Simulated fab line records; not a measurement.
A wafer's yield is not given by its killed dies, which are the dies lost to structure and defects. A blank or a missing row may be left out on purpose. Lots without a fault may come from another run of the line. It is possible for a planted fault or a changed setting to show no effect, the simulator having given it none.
Check for tools in common + flow gf180mcu + 42 wafers sampled across 14 lots

## REASON FOR OPENING
At GF_PSD_CD_MEAS_07 the reading cd-nm is flagged on 2 of 14 lots. Wafers without a fault read 399.6 nm, standard deviation 2.
Rule: a lot is flagged when every wafer of it that has a number lies more than 4 standard deviations from that mean, or none has a number. The other lots count as sound.

| lot  | measured     | on        | cd-nm (nm), wafer by wafer | flag    |
|------|--------------|-----------|----------------------------|---------|
| L268 | day 14 04:17 | cd-sem-02 | 400.4 399.8 398.9          |         |
| L269 | day 14 13:23 | cd-sem-01 | 397.1 398.7 400.1          |         |
| L270 | day 14 13:36 | cd-sem-02 | 396.6 398.9 398.1          |         |
| L271 | day 15 06:36 | cd-sem-02 | 401.7 401.1 400.9          |         |
| L272 | day 15 20:35 | cd-sem-01 | 399.4 402.2 400.3          |         |
| L273 | day 16 09:07 | cd-sem-01 | 399.9 400.7 398.6          |         |
| L279 | day 18 15:53 | cd-sem-02 | 403.1 401.0 400.6          |         |
| L282 | day 19 00:38 | cd-sem-01 | 422.4 423.2 423.8          | FLAGGED |
| L281 | day 19 01:55 | cd-sem-01 | 421.0 419.1 421.7          | FLAGGED |
| L285 | day 19 19:44 | cd-sem-02 | 398.2 395.0 398.0          |         |
| L283 | day 19 23:59 | cd-sem-01 | 399.9 403.9 403.6          |         |
| L287 | day 20 17:05 | cd-sem-01 | 403.1 402.3 400.9          |         |
| L288 | day 20 19:17 | cd-sem-02 | 399.1 400.1 399.4          |         |
| L289 | day 21 04:58 | cd-sem-01 | 402.4 401.9 401.9          |         |
The numbers of the flagged lots are 421.9 nm on average: +22.3 nm against the usual, or +11 standard deviations.

## LOT BY LOT: THE TOOL USED
The record keeps 1 process step preceding the reading, out of 602 steps on the route. Each cell gives the tool, then ch followed by the chambers the sampled wafers passed through, then the start.
| lot  | flag    | GF_PSD_DEVELOP_06                 |
|------|---------|-----------------------------------|
| L268 |         | litho-track-04 ch 0, day 14 04:04 |
| L269 |         | litho-track-03 ch 0, day 14 13:14 |
| L270 |         | litho-track-02 ch 0, day 14 13:27 |
| L271 |         | litho-track-03 ch 0, day 15 06:28 |
| L272 |         | litho-track-03 ch 0, day 15 20:26 |
| L273 |         | litho-track-04 ch 0, day 16 08:58 |
| L279 |         | litho-track-03 ch 0, day 18 15:44 |
| L282 | FLAGGED | litho-track-02 ch 0, day 19 00:29 |
| L281 | FLAGGED | litho-track-02 ch 0, day 19 01:46 |
| L285 |         | litho-track-03 ch 0, day 19 19:37 |
| L283 |         | litho-track-03 ch 0, day 19 23:50 |
| L287 |         | litho-track-04 ch 0, day 20 16:56 |
| L288 |         | litho-track-03 ch 0, day 20 19:08 |
| L289 |         | litho-track-04 ch 0, day 21 04:50 |
These steps, and what they do:
- GF_PSD_DEVELOP_06: develop time 60 s.
- GF_PSD_CD_MEAS_07: target cd 400 nm.

## FLAGGED OVER TOTAL, TOOL BY TOOL (the gauges that took the reading come last)
| step              | tool           | lots run | flagged | share of the flagged lots | sound lots run after its first flagged lot |
|-------------------|----------------|----------|---------|---------------------------|--------------------------------------------|
| GF_PSD_DEVELOP_06 | litho-track-02 | 3        | 2       | all                       | 0                                          |
| GF_PSD_DEVELOP_06 | litho-track-03 | 7        | 0       | none                      | -                                          |
| GF_PSD_DEVELOP_06 | litho-track-04 | 4        | 0       | none                      | -                                          |
| GF_PSD_CD_MEAS_07 | cd-sem-01      | 8        | 2       | all                       | 3 (L283,L287,L289)                         |
| GF_PSD_CD_MEAS_07 | cd-sem-02      | 6        | 0       | none                      | -                                          |

## THE TABLE: WHAT IT ALLOWS
In 2 table rows, all flagged lots were run: litho-track-02 (GF_PSD_DEVELOP_06), cd-sem-01 (GF_PSD_CD_MEAS_07).
- litho-track-02 at GF_PSD_DEVELOP_06 ran 3 lots, 2 of them flagged. Last sound lot L270 at day 14 13:27, first flagged lot L282 at day 19 00:29; a fault beginning in between fits.
- cd-sem-01 at GF_PSD_CD_MEAS_07 ran 8 lots, 2 of them flagged. After the first flagged lot (L283, L287, L289), sound lots still ran on it; a lasting fault on the whole tool would not permit that.
What remains is a single tool, litho-track-02 at GF_PSD_DEVELOP_06.

## WHAT HAD BEEN PUT IN BY THE SIMULATOR
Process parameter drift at GF_PSD_DEVELOP_06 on litho-track-02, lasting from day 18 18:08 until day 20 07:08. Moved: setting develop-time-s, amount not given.
Struck lots among those shown: L282, L281. Same finding as the rule above.
